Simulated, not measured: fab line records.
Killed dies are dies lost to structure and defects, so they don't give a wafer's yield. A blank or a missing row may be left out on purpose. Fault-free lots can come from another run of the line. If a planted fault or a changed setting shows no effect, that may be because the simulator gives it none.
2 desks looking at one fault    flow gf180mcu    what lay behind the numbers comes last; until then each desk has only its own

THE TOOL OWNER'S DESK: rie si-01
The tool's own readings at GF_POLY_GATE_ETCH_13 (etches poly-Si in HBr/Cl2, stops on SiO2, target depth 198.5 nm, time 69.6 s): means of the sampled wafers that have a number, for each lot that ran on this tool. If a lot's mean is further than 4 standard deviations from the usual mean, the lot is out of limits and carries the mark OUT (the distance appears in the brackets).
Columns: A = drypump motor current A at GF_POLY_GATE_ETCH_13, usual 5.9 A; B = oes product au at GF_POLY_GATE_ETCH_13, usual 0.989 a.u.; C = rf fwd power W at GF_POLY_GATE_ETCH_13, usual 396.8 W; D = throttle valve pct at GF_POLY_GATE_ETCH_13, usual 33.686 %
lot   first seen here  A    B      C                D
L203  day 12 12:19     6.1  1.013  461.4 (+54) OUT  33.683
L204  day 12 17:44     6.2  1.009  461.0 (+53) OUT  33.698
L214  day 16 00:14     6.2  0.985  396.8            33.683
This desk's finding: out of limits on L203, L204; first on L203, day 12 12:19 (rf fwd power W at GF_POLY_GATE_ETCH_13). In limits: L214.

FROM THE METROLOGY DESK
What the gauges read for every lot (on any tool): the sampled wafers with a number, averaged. If a lot's mean is further than 4 standard deviations from the usual mean, the lot is out of limits and carries the mark OUT (the distance appears in the brackets).
Columns: A = POLY_GATE_CVD_00_THK at GF_POLY_GATE_THK_MEAS_01, usual 200.1 nm; B = cd nm at GF_POLY_GATE_CD_MEAS_10, usual 280.2 nm; C = POLY_GATE_OVL at GF_POLY_GATE_OVL_MEAS_11, usual 1 nm
lot   first seen here  A      B      C
L195  day 9 07:20      202.1  279.7  2
L203  day 11 16:44     202.5  281.9  -2
L204  day 11 21:53     201.5  281.7  4
L212  day 14 08:32     200.5  281.2  5
L213  day 14 18:13     202.1  280.7  2
L214  day 15 02:20     199.1  280.2  -5
This desk's finding: nothing out of limits on any of the 6 lots.

TAKEN TOGETHER
On L203, L204, at day 12 12:19, an alarm was possible from the tool owner's desk.
Nothing out of limits was seen by the metrology desk.
The metrology desk holds a record of L203, L204, inside its limits.
Every lot named ran GF_POLY_GATE_ETCH_13 on rie si-01.

WHAT THE SIMULATOR PUT IN
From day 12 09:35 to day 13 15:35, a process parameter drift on rie si-01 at GF_POLY_GATE_ETCH_13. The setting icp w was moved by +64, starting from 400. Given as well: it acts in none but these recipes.
Shown lots that were struck: L203, L204.
How many hours passed from the start of the fault until each desk's first out-of-limits reading: the tool owner's desk, 3.
